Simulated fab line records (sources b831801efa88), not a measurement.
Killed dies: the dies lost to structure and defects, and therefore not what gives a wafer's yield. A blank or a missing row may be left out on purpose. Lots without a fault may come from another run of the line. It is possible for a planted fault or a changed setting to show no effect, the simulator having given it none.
Which tool was responsible? + flow sky130 + 39 wafers from 13 lots sampled at 3 of the route's 708 steps

## WHAT EACH GAUGE READ, for each wafer
SKY_VT_ADJUST_LVTN_OVL_MEAS_18.
| lot  | measured     | on         | VT_ADJUST_LVTN_01_OVL (nm) |
|------|--------------|------------|----------------------------|
| L773 | day 8 02:04  | overlay-01 | -0.6 -3.2 -1.9             |
| L774 | day 8 06:43  | overlay-01 | -1.8 -3.6 -3.2             |
| L775 | day 8 13:06  | overlay-01 | 1.0 0.2 1.4                |
| L776 | day 8 20:33  | overlay-02 | 0.2 0.0 -0.4               |
| L777 | day 9 05:33  | overlay-01 | 1.6 -0.1 0.3               |
| L778 | day 9 09:59  | overlay-02 | -0.7 -0.8 -0.6             |
| L779 | day 9 15:32  | overlay-02 | -3.3 -4.7 -4.9             |
| L780 | day 9 22:23  | overlay-02 | -1.2 -2.2 -2.4             |
| L785 | day 11 05:07 | overlay-01 | -2.1 -1.3 -3.8             |
| L793 | day 13 16:18 | overlay-02 | -1.8 -0.7 -1.0             |
| L794 | day 14 01:57 | overlay-02 | -3.1 -2.7 -3.0             |
| L795 | day 14 03:43 | overlay-01 | -1.6 -2.6 -1.4             |
| L796 | day 14 06:18 | overlay-02 | -0.7 0.2 1.5               |

SKY_GATE_OXIDE_THK_MEAS_02.
| lot  | measured     | on            | GATE_OXIDE_OXIDATION_00_THK (nm) |
|------|--------------|---------------|----------------------------------|
| L773 | day 13 03:05 | film_metro-01 | 9.93 10.16 10.12                 |
| L774 | day 13 11:50 | film_metro-03 | 10.45 10.39 10.36                |
| L775 | day 13 21:43 | film_metro-02 | 9.85 9.93 9.79                   |
| L776 | day 14 04:00 | film_metro-03 | 9.92 10.03 9.76                  |
| L777 | day 14 15:07 | film_metro-02 | 10.22 10.06 10.02                |
| L778 | day 14 20:28 | film_metro-01 | 10.51 10.39 10.34                |
| L779 | day 15 01:20 | film_metro-03 | 10.10 10.12 10.08                |
| L780 | day 15 13:13 | film_metro-02 | 10.38 10.11 10.26                |
| L785 | day 17 02:29 | film_metro-02 | 10.44 10.35 10.50                |
| L793 | day 20 02:05 | film_metro-02 | 10.26 10.06 10.23                |
| L794 | day 20 13:07 | film_metro-01 | 10.33 10.30 10.23                |
| L795 | day 20 15:01 | film_metro-03 | 9.89 9.84 9.85                   |
| L796 | day 20 18:26 | film_metro-02 | 10.34 10.61 10.54                |

## TOOL THAT RAN EACH LOT (tool first, then ch and the chambers of the sampled wafers, then the start)
| lot  | SKY_VT_ADJUST_LVTN_STRIP_09          |
|------|--------------------------------------|
| L773 | plasma_asher-03 ch 0,1, day 7 06:10  |
| L774 | plasma_asher-03 ch 0,1, day 7 10:11  |
| L775 | plasma_asher-02 ch 0,1, day 7 16:29  |
| L776 | plasma_asher-01 ch 0,1, day 8 00:19  |
| L777 | plasma_asher-02 ch 0, day 8 08:41    |
| L778 | plasma_asher-01 ch 0,1, day 8 12:50  |
| L779 | plasma_asher-03 ch 0,1, day 8 17:40  |
| L780 | plasma_asher-03 ch 0,1, day 9 00:41  |
| L785 | plasma_asher-03 ch 1, day 10 07:55   |
| L793 | plasma_asher-01 ch 0,1, day 12 14:32 |
| L794 | plasma_asher-01 ch 0,1, day 13 00:27 |
| L795 | plasma_asher-02 ch 0,1, day 13 02:01 |
| L796 | plasma_asher-02 ch 0, day 13 04:27   |
- SKY_VT_ADJUST_LVTN_STRIP_09: strips in O2/N2.

## WHAT THE TOOLS THEMSELVES READ (means of the sampled wafers that have a number; where no wafer has one, the mark that the record gives instead)
SKY_VT_ADJUST_LVTN_STRIP_09.
| lot  | tool            | drypump_motor_current_A (A) | oes_product_au (a.u.) | strip_time_to_endpoint_s (s) |
|------|-----------------|-----------------------------|-----------------------|------------------------------|
| L773 | plasma_asher-03 | 5.3                         | 0.720                 | 36.88                        |
| L774 | plasma_asher-03 | 5.3                         | 0.727                 | 36.87                        |
| L775 | plasma_asher-02 | 5.8                         | 0.721                 | 36.99                        |
| L776 | plasma_asher-01 | 5.5                         | 0.721                 | 37.07                        |
| L777 | plasma_asher-02 | 5.6                         | 0.723                 | 37.15                        |
| L778 | plasma_asher-01 | 5.4                         | 0.724                 | 37.01                        |
| L779 | plasma_asher-03 | 5.2                         | 0.719                 | 37.03                        |
| L780 | plasma_asher-03 | 5.2                         | 0.720                 | 36.83                        |
| L785 | plasma_asher-03 | 5.2                         | 0.721                 | 36.87                        |
| L793 | plasma_asher-01 | 5.6                         | 0.720                 | 36.98                        |
| L794 | plasma_asher-01 | 5.4                         | 0.724                 | 36.98                        |
| L795 | plasma_asher-02 | 6.0                         | 0.724                 | 36.95                        |
| L796 | plasma_asher-02 | 5.6                         | 0.724                 | 36.98                        |

## THE ANSWER, worked out from the rows above alone
Rule: usual is defined by the lots themselves. Put in order of their means at a reading, lots are off if they are a third of the lots or fewer, leave a main group of 4 or more, and stand apart from it by a gap of 3 or more times the standard deviation of the main group's means; of several such gaps the widest counts. A main group whose means are all the same, to the digits that the tables above print for the reading, isn't used. A lot without any number at a reading at which 4 lots or more have one is off too. The other lots that the step has rows for count as sound. First the gauges in route order, then the tools' own readings, where a lot's mean is used as printed above. The first step at which some lot is off is used, and at that step the reading that is off furthest; a lot without a number counts as furthest.
Across all readings shown, no lot is off: no conclusion can be drawn from this.

## WHAT THE SIMULATOR PUT IN
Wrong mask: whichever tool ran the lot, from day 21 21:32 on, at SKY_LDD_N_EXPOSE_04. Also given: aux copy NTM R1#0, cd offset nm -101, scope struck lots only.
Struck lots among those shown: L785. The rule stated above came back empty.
